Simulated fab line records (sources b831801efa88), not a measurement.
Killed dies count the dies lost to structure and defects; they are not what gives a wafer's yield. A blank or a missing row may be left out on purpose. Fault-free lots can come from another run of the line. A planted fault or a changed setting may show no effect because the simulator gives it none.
fab line records	flow gf180mcu
record: lots: 6	wafers: 18	last-day: 34
route steps=602 shown V1@351 M2@362
lots that met no fault: from a run of the same line without faults
start-h: start of the lot's first displayed wafer, in hours after the record's first day	wait-h: hours elapsed since this lot's preceding step	" same as the row above	L1.1+2: several wafers, shown together as one row	- no value, or no start given	* or withheld: withheld	< > ~ a bound
route shown NAME@n: NAME is a module with steps in the file, n the number in the route of the first one	usual: average and standard deviation across the fault-free wafers	same: alike in all rows	chamber/n: place in a boat	sites: per-site readings	_std_site: standard deviation across them	_edge_site: outer sites' mean less inner sites'	radius-mm: how far each site lies from the wafer's centre	mask NAME#n: copy n	behind: the most recent tool/chamber to have shaped the wafer	hold: why the lot was held/for how many hours/how that ended	device: the transistor (n, p or np) that didn't switch	end of line: at the end of the route, the tests of the same wafers	for a step that has no rows: nothing shown but its recipe	killed: at the first sort, the dies lost to defects and structure; wafer yield is something else	map: the dies of a wafer, with x for killed, . for not killed, _ for no die there
set.NAME: the run value of the setting; set.NAME@STEP: its run value at that earlier step	model.NAME: the simulator's own value behind a step, which no gauge read
certain route steps with their lots: each step a table, each wafer a row
services: a tool's chamber out of use, with start hour (start-h, from the record's first day; less than 0 if before it), hours out, and reason
== steps ==
step: GF_V1_ETCH_16
recipe: chemistry: N2/H2	target-depth-a: withheld	overetch-a: withheld	time-s: withheld	target: BARC	ion-energy-ev: 200	source-w: 500	bias-w: 100	pressure-mtorr: 30	n2-flow-sccm: 100	h2-flow-sccm: 200
step: GF_V1_ETCH_17
recipe: chemistry: C4F8/O2/Ar	mask-material: KrF	target: SiO2	stop-on: TiN	source-w: 1500	bias-w: 1200	pressure-mtorr: 40	c4f8-flow-sccm: withheld	O2_flow_sccm: 6	Ar_flow_sccm: 300	time-s: withheld	target-depth-a: 6300
step: GF_V1_STRIP_18
recipe: chemistry: O2/N2	power-w: 1400	pressure-mtorr: 1500	platen-temp-c: 250	o2-flow-sccm: 3000	n2-flow-sccm: 300	overash-fraction: 0.5
step: GF_V1_STRIP_19
recipe: chemistry: post-etch-residue-remover	time-s: 1200	temp-c: 72.5
step: GF_V1_CLEAN_20
recipe: chemistry: DIW	dry: n2-spin
step: GF_V1_SPUTTER_21
recipe: material: Ti	target-thk-nm: 15	chamber-pressure-pa: 5	power-w: 2500	substrate-temp-c: 200	time-s: 80.02
step: GF_V1_SPUTTER_22
recipe: material: TiN	target-thk-nm: 10	chamber-pressure-pa: 5	power-w: 4000	time-s: 40
step: GF_V1_CVD_23
recipe: material: W	target-thk-nm: 350	time-s: 105.05	temp-c: 400	pressure-torr: 40
usual: heater-power-w: 809/97
lot.wafer	tool	chamber	start-h	wait-h	heater-power-w
L411.3	cvd-w-02	1	467.23	0.1	892
L411.4	"	0	"	"	755
L411.6	"	1	"	"	905
L414.2	cvd-w-01	0	495.64	0.0	682
L414.3	"	1	"	"	942
L414.6	"	0	"	"	683
L425.1	cvd-w-01	1	582.11	0.0	924
L425.3	"	1	"	"	941
L425.5	"	0	"	"	720
L426.1	cvd-w-01	1	584.26	0.0	951
L426.5	"	1	"	"	958
L426.6	"	0	"	"	716
L427.1	cvd-w-02	0	592.32	0.0	729
L427.4	"	0	"	"	716
L427.5	"	0	"	"	726
L428.1	cvd-w-02	1	598.35	0.0	885
L428.2	"	0	"	"	730
L428.3	"	0	"	"	725
step: GF_V1_RS_MEAS_24
recipe: thk-meas-gauge: four-point-probe	reads: W_of_V1_CVD_23+TiN_of_V1_SPUTTER_22+Ti_of_V1_SPUTTER_21
usual: V1_W_RS: 0.323/0.0051
lot.wafer	tool	chamber	start-h	wait-h	V1_W_RS[ohm/sq]
L411.3	film-metro-04	-	467.34	0.1	0.324
L411.4	"	-	"	"	0.322
L411.6	"	-	"	"	0.320
L414.2	film-metro-03	-	495.78	0.1	0.333
L414.3	"	-	"	"	0.320
L414.6	"	-	"	"	0.331
L425.1	film-metro-03	-	582.22	0.1	0.319
L425.3	"	-	"	"	0.321
L425.5	"	-	"	"	0.314
L426.1	film-metro-03	-	584.37	0.1	0.320
L426.5	"	-	"	"	0.320
L426.6	"	-	"	"	0.315
L427.1	film-metro-03	-	592.43	0.1	0.326
L427.4	"	-	"	"	0.327
L427.5	"	-	"	"	0.332
L428.1	film-metro-04	-	598.46	0.1	0.319
L428.2	"	-	"	"	0.330
L428.3	"	-	"	"	0.325
step: GF_V1_THK_MEAS_25
recipe: thk-meas-gauge: xrf	reads: W_of_V1_CVD_23
usual: V1_W_THK: 350/7.1
lot.wafer	tool	chamber	start-h	wait-h	V1_W_THK[nm]
L411.3	film-metro-04	-	467.44	0.1	343
L411.4	"	-	"	"	343
L411.6	"	-	"	"	347
L414.2	film-metro-03	-	495.89	0.1	341
L414.3	"	-	"	"	356
L414.6	"	-	"	"	346
L425.1	film-metro-03	-	582.34	0.1	356
L425.3	"	-	"	"	353
L425.5	"	-	"	"	362
L426.1	film-metro-03	-	584.49	0.1	358
L426.5	"	-	"	"	358
L426.6	"	-	"	"	361
L427.1	film-metro-03	-	592.55	0.1	349
L427.4	"	-	"	"	346
L427.5	"	-	"	"	343
L428.1	film-metro-04	-	598.58	0.1	352
L428.2	"	-	"	"	342
L428.3	"	-	"	"	346
step: GF_V1_CMP_26
recipe: stop-on: SiO2	down-force-psi: 3.5	platen-rpm: 60	t-overpolish-s: 15	target-thk-nm: 0	pad-velocity-m-s: 0.94248
step: GF_M2_SPUTTER_00
recipe: material: Ti	target-thk-nm: 37.5	arriving-ion-energy-ev: 80	substrate-temp-c: 200	chamber-pressure-pa: 2	power-w: 4000	time-s: 150
usual: cathode-dc-power-W: 4000.0/0.71	chamber-pressure-pa: 1.999/0.0038	throttle-valve-pct: 29.7/1.3
lot.wafer	tool	chamber	start-h	wait-h	cathode-dc-power-W	chamber-pressure-pa	throttle-valve-pct
L411.3	pvd-sputter-04	-	467.78	0.1	4000.7	2.000	30.9
L411.4	"	-	"	"	3999.5	2.000	30.3
L411.6	"	-	"	"	3999.3	2.000	30.6
L414.2	pvd-sputter-01	-	496.24	0.1	3999.8	1.998	29.3
L414.3	"	-	"	"	3999.6	2.000	26.5
L414.6	"	-	"	"	4000.1	2.006	26.8
L425.1	pvd-sputter-04	-	582.70	0.1	3998.8	1.997	31.1
L425.3	"	-	"	"	3999.7	1.997	31.4
L425.5	"	-	"	"	4000.5	1.993	31.2
L426.1	pvd-sputter-01	-	584.85	0.2	3999.0	1.998	30.9
L426.5	"	-	"	"	4000.7	2.002	29.7
L426.6	"	-	"	"	4001.0	1.994	30.8
L427.1	pvd-sputter-04	-	592.91	0.1	4000.3	1.996	30.9
L427.4	"	-	"	"	3999.9	2.003	30.1
L427.5	"	-	"	"	4000.3	1.998	31.4
L428.1	pvd-sputter-01	-	598.94	0.1	4000.2	1.998	29.4
L428.2	"	-	"	"	3999.2	1.999	26.7
L428.3	"	-	"	"	3999.4	1.994	30.8
step: GF_M2_SPUTTER_01
recipe: material: TiN	target-thk-nm: 30	power-w: 6500	time-s: 25	chamber-pressure-pa: 0.4
usual: cathode-dc-power-W: 6500.1/1.1	chamber-pressure-pa: 0.4000/0.00084	throttle-valve-pct: 29.6/1.3
lot.wafer	tool	chamber	start-h	wait-h	cathode-dc-power-W	chamber-pressure-pa	throttle-valve-pct
L411.3	pvd-sputter-04	-	467.88	0.1	6500.0	0.3994	31.3
L411.4	"	-	"	"	6498.3	0.4005	30.0
L411.6	"	-	"	"	6498.1	0.4005	30.6
L414.2	pvd-sputter-01	-	496.34	0.1	6499.5	0.3985	29.7
L414.3	"	-	"	"	6499.6	0.4004	27.0
L414.6	"	-	"	"	6499.9	0.4009	27.0
L425.1	pvd-sputter-04	-	582.80	0.1	-	-	-
L425.3	"	-	"	"	-	-	-
L425.5	"	-	"	"	-	-	-
L426.1	pvd-sputter-01	-	584.95	0.1	-	-	-
L426.5	"	-	"	"	-	-	-
L426.6	"	-	"	"	-	-	-
L427.1	pvd-sputter-04	-	593.01	0.1	6501.0	0.4016	31.1
L427.4	"	-	"	"	6499.2	0.3994	30.0
L427.5	"	-	"	"	6499.0	0.4009	31.4
L428.1	pvd-sputter-01	-	599.04	0.1	6500.8	0.4003	29.3
L428.2	"	-	"	"	6499.6	0.4005	26.9
L428.3	"	-	"	"	6500.0	0.4002	30.5
step: GF_M2_SPUTTER_02
recipe: material: AlCu	target-thk-nm: 450	power-w: 10600	time-s: 23.9	chamber-pressure-pa: 0.4
step: GF_M2_SPUTTER_03
recipe: material: Ti	target-thk-nm: 10	substrate-temp-c: 300	chamber-pressure-pa: 0.3	power-w: 3000	time-s: 6.7
usual: cathode-dc-power-W: 3000.0/0.58	chamber-pressure-pa: 0.3000/0.00058	throttle-valve-pct: 29.6/1.3
lot.wafer	tool	chamber	start-h	wait-h	cathode-dc-power-W	chamber-pressure-pa	throttle-valve-pct
L411.3	pvd-sputter-04	-	467.94	0.0	3000.4	0.2993	31.2
L411.4	"	-	"	"	2999.4	0.3000	29.9
L411.6	"	-	"	"	2999.7	0.2997	30.5
L414.2	pvd-sputter-01	-	496.40	0.0	2999.7	0.2999	29.8
L414.3	"	-	"	"	3000.0	0.3001	26.7
L414.6	"	-	"	"	3000.8	0.3010	27.0
L425.1	pvd-sputter-04	-	582.86	0.0	3000.2	0.2998	31.3
L425.3	"	-	"	"	3000.6	0.3002	30.9
L425.5	"	-	"	"	3000.3	0.2996	31.2
L426.1	pvd-sputter-01	-	585.01	0.0	2999.8	0.2997	30.6
L426.5	"	-	"	"	3000.7	0.3009	29.5
L426.6	"	-	"	"	3001.0	0.2996	30.7
L427.1	pvd-sputter-04	-	593.07	0.0	3001.3	0.3002	31.2
L427.4	"	-	"	"	3000.6	0.3001	29.8
L427.5	"	-	"	"	3000.2	0.2988	31.2
L428.1	pvd-sputter-01	-	599.10	0.0	2998.7	0.2997	29.2
L428.2	"	-	"	"	2999.6	0.2999	27.1
L428.3	"	-	"	"	3000.3	0.3008	31.0
step: GF_M2_SPUTTER_04
recipe: material: TiN	target-thk-nm: 50	power-w: 6500	time-s: 41.7	chamber-pressure-pa: 0.4
usual: cathode-dc-power-W: 6499.9/1.2	chamber-pressure-pa: 0.4001/0.00072	throttle-valve-pct: 29.7/1.3
lot.wafer	tool	chamber	start-h	wait-h	cathode-dc-power-W	chamber-pressure-pa	throttle-valve-pct
L411.3	pvd-sputter-04	-	467.96	0.0	6499.8	0.3990	31.1
L411.4	"	-	"	"	6501.5	0.3993	30.1
L411.6	"	-	"	"	6501.4	0.3997	30.9
L414.2	pvd-sputter-01	-	496.42	0.0	6499.9	0.3995	29.7
L414.3	"	-	"	"	6500.7	0.4000	26.8
L414.6	"	-	"	"	6499.2	0.4012	26.9
L425.1	pvd-sputter-04	-	582.88	0.0	6503.0	0.4013	31.3
L425.3	"	-	"	"	6499.9	0.3997	31.1
L425.5	"	-	"	"	6500.1	0.4002	30.9
L426.1	pvd-sputter-01	-	585.03	0.0	6498.9	0.3993	31.0
L426.5	"	-	"	"	6499.5	0.3992	29.7
L426.6	"	-	"	"	6501.2	0.3996	31.0
L427.1	pvd-sputter-04	-	593.09	0.0	6501.0	0.4012	30.9
L427.4	"	-	"	"	6500.2	0.4007	30.1
L427.5	"	-	"	"	6500.9	0.4008	31.3
L428.1	pvd-sputter-01	-	599.12	0.0	6501.3	0.3993	29.5
L428.2	"	-	"	"	6500.8	0.3992	26.8
L428.3	"	-	"	"	6499.5	0.3997	30.7
step: GF_M2_DEHYDRATE_07
recipe: temp-c: 200	time-s: 60
step: GF_M2_HMDS_08
recipe: prime-time-s: 60	prime-temp-c: 120
step: GF_M2_COAT_09
recipe: resist: KrF	spin-rpm: withheld	resist-thk-nm: 1000
step: GF_M2_SOFTBAKE_10
recipe: temp-c: 130	time-s: 58.37	resist: KrF
step: GF_M2_EXPOSE_11
recipe: mask-id: Metal2	target-cd-nm: 280	na: 0.68	source-shape: conventional	sigma-outer: 0.6	dose-mj: 28
step: GF_M2_PEB_12
recipe: peb-temp-c: 135	peb-time-s: 90	resist: KrF
step: GF_M2_DEVELOP_13
recipe: develop-time-s: 60	dev-temp-c: 21
step: GF_M2_CD_MEAS_14
recipe: target-cd-nm: 280
usual: cd-nm: 280.0/1.1
lot.wafer	tool	chamber	start-h	wait-h	cd-nm
L411.3	cd-sem-01	-	492.33	0.1	278.7
L411.4	"	-	"	"	278.0
L411.6	"	-	"	"	279.4
L414.2	cd-sem-02	-	519.72	0.1	280.7
L414.3	"	-	"	"	280.9
L414.6	"	-	"	"	281.1
L425.1	cd-sem-02	-	603.63	0.1	279.8
L425.3	"	-	"	"	280.2
L425.5	"	-	"	"	281.0
L426.1	cd-sem-02	-	606.33	0.1	280.6
L426.5	"	-	"	"	280.6
L426.6	"	-	"	"	281.3
L427.1	cd-sem-02	-	614.03	0.1	278.6
L427.4	"	-	"	"	278.7
L427.5	"	-	"	"	277.9
L428.1	cd-sem-02	-	619.34	0.1	281.0
L428.2	"	-	"	"	279.2
L428.3	"	-	"	"	280.3
step: GF_M2_OVL_MEAS_15
usual: M2_OVL: -1/6.4
lot.wafer	tool	chamber	start-h	wait-h	M2_OVL[nm]
L411.3	overlay-01	-	492.42	0.1	-4
L411.4	"	-	"	"	3
L411.6	"	-	"	"	2
L414.2	overlay-01	-	519.83	0.1	-2
L414.3	"	-	"	"	3
L414.6	"	-	"	"	-9
L425.1	overlay-01	-	603.75	0.1	-3
L425.3	"	-	"	"	-8
L425.5	"	-	"	"	-3
L426.1	overlay-01	-	606.45	0.1	3
L426.5	"	-	"	"	0
L426.6	"	-	"	"	6
L427.1	overlay-02	-	614.15	0.1	3
L427.4	"	-	"	"	9
L427.5	"	-	"	"	5
L428.1	overlay-01	-	619.46	0.1	-1
L428.2	"	-	"	"	-7
L428.3	"	-	"	"	-1
step: GF_M2_METAL_ETCH_16
recipe: chemistry: Cl2/BCl3	mask-material: KrF	target-depth-nm: 627.5	stop-on: SiO2	pressure-mtorr: 8	icp-w: 800	bias-w: 140	Cl2_flow_sccm: 80	bcl3-flow-sccm: 40	time-s: 104.6
usual: drypump-motor-current-A: 5.9/0.45	oes-product-au: 0.972/0.0059	rf-fwd-power-W: 795.4/2.6	throttle-valve-pct: 28.250/0.011
lot.wafer	tool	chamber	start-h	wait-h	drypump-motor-current-A	oes-product-au	rf-fwd-power-W	rf-hours-counter-h	throttle-valve-pct
L411.3	rie-metal-01	1	492.48	0.1	5.8	0.975	797.5	-	28.253
L411.4	"	0	"	"	6.6	0.964	797.0	-	28.266
L411.6	"	1	"	"	5.8	0.968	796.6	-	28.254
L414.2	rie-metal-02	1	519.86	0.0	6.1	0.970	796.3	0	28.241
L414.3	"	0	"	"	5.8	0.974	792.3	-	28.246
L414.6	"	0	"	"	5.8	0.973	791.2	-	28.269
L425.1	rie-metal-03	0	603.79	0.0	5.6	0.950	792.2	9	28.266
L425.3	"	0	"	"	5.5	0.947	795.1	-	28.285
L425.5	"	0	"	"	5.6	0.936	792.6	-	28.285
L426.1	rie-metal-01	0	606.49	0.0	6.6	0.954	791.2	8	28.265
L426.5	"	1	"	"	5.9	0.946	799.7	-	28.282
L426.6	"	0	"	"	6.6	0.956	795.2	-	28.274
L427.1	rie-metal-02	0	614.19	0.0	5.9	0.967	794.9	9	28.252
L427.4	"	0	"	"	5.9	0.970	795.5	-	28.242
L427.5	"	0	"	"	5.9	0.969	793.8	-	28.251
L428.1	rie-metal-03	0	619.50	0.0	5.6	0.958	794.2	9	28.260
L428.2	"	1	"	"	5.2	0.964	797.8	2	28.265
L428.3	"	0	"	"	5.6	0.970	795.1	-	28.260
step: GF_M2_STRIP_17
recipe: chemistry: O2/N2	power-w: 1400	pressure-mtorr: 1500	platen-temp-c: 250	o2-flow-sccm: 3000	n2-flow-sccm: 300	overash-fraction: 0.5
usual: drypump-motor-current-A: 5.9/0.41	heater-power-w: 334/44	o2-flow-sccm: 3002/9	oes-product-au: 0.559/0.0049	platen-temp-c: 250.01/0.18	strip-time-to-endpoint-s: 7.90/0.042
lot.wafer	tool	chamber	start-h	wait-h	drypump-motor-current-A	heater-power-w	o2-flow-sccm	oes-product-au	platen-temp-c	rf-hours-counter-h	strip-time-to-endpoint-s
L411.3	plasma-asher-04	0	492.59	0.1	5.5	412	3008	0.560	249.73	-	7.89
L411.4	"	1	"	"	6.2	306	2995	0.566	249.97	-	7.94
L411.6	"	1	"	"	6.2	308	3001	0.556	250.25	-	7.86
L414.2	plasma-asher-01	0	520.01	0.1	5.4	316	2996	0.555	249.81	45	7.88
L414.3	"	0	"	"	5.4	318	2991	0.555	249.73	-	7.93
L414.6	"	1	"	"	5.7	304	2999	0.560	249.91	-	7.88
L425.1	plasma-asher-04	0	603.90	0.1	5.5	407	3009	0.556	250.08	83	7.87
L425.3	"	0	"	"	5.5	401	3014	0.559	250.49	-	7.88
L425.5	"	0	"	"	5.5	410	3013	0.556	250.27	-	7.88
L426.1	plasma-asher-04	0	606.60	0.1	5.4	401	2988	0.557	249.97	83	7.95
L426.5	"	1	"	"	6.2	308	3005	0.553	250.19	-	7.88
L426.6	"	0	"	"	5.4	406	2982	0.559	249.92	-	7.94
L427.1	plasma-asher-01	0	614.30	0.1	5.4	312	2997	0.561	249.83	54	7.94
L427.4	"	1	"	"	5.7	298	2992	0.564	250.16	-	7.92
L427.5	"	0	"	"	5.4	315	3003	0.549	250.09	-	7.89
L428.1	plasma-asher-01	0	619.61	0.1	5.4	311	3000	0.568	249.96	55	7.87
L428.2	"	1	"	"	5.7	304	3009	0.556	249.90	55	7.90
L428.3	"	1	"	"	5.7	300	3009	0.558	249.92	-	7.87
== services ==
tool	chamber	start-h	hours	kind
rie-metal-03	-	443.68	2.8	pm
pvd-sputter-04	-	444.66	3.8	repair
rie-metal-02	0	450.39	8.3	repair
cvd-w-02	-	461.18	2.8	pm
plasma-asher-01	-	465.44	3.5	repair
rie-metal-03	1	466.02	1.2	repair
cvd-w-01	-	468.19	2.8	pm
rie-metal-03	-	478.66	1.9	repair
pvd-sputter-01	0	482.55	-	consumable-replace:kit
pvd-sputter-01	0	482.55	18.0	scheduled-down
pvd-sputter-01	0	482.55	18.0	vent-cycle
rie-metal-02	1	486.63	-	clean
rie-metal-02	1	486.63	17.9	scheduled-down
rie-metal-03	-	493.97	0.5	repair
plasma-asher-04	-	512.26	1.0	repair
plasma-asher-01	-	525.07	8.7	repair
pvd-sputter-01	-	527.12	4.0	repair
pvd-sputter-04	-	561.00	1.6	repair
rie-metal-02	1	562.70	5.3	repair
cvd-w-01	0	577.88	-	calibration
pvd-sputter-01	3	612.72	-	consumable-replace:kit
pvd-sputter-01	3	612.72	18.0	scheduled-down
pvd-sputter-01	3	612.72	18.0	vent-cycle
pvd-sputter-04	-	618.24	2.5	repair
== key ==
first-sign: step: GF_M2_SPUTTER_01	reading: tool-record	direction: missing
effect: step: GF_M2_METAL_ETCH_16	reading: oes-product-au	direction: down	sigmas: 4	usual: 0.972	struck: 0.948
met-at GF_M2_SPUTTER_01
struck-wafers L425.1,L425.3,L425.5,L426.1,L426.5,L426.6
later-rows-left-out L425.1,L425.3,L425.5,L426.1,L426.5,L426.6
sort-left-out L425.1,L425.3,L425.5,L426.1,L426.5,L426.6
onset-between 496.34 582.80
fault: kind: skipped-step-whole	tool: pvd-sputter-01,pvd-sputter-04	chamber: -	onset-h: 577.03	steps: GF_M2_SPUTTER_01	scope: struck-lots-only
sort-left-out: the simulated sort isn't trusted on such a fault, so these wafers' sort isn't shown, and their yield isn't known
later-rows-left-out: the simulator's readings of these wafers behind a module that went badly wrong aren't trusted and aren't shown, but for the sort
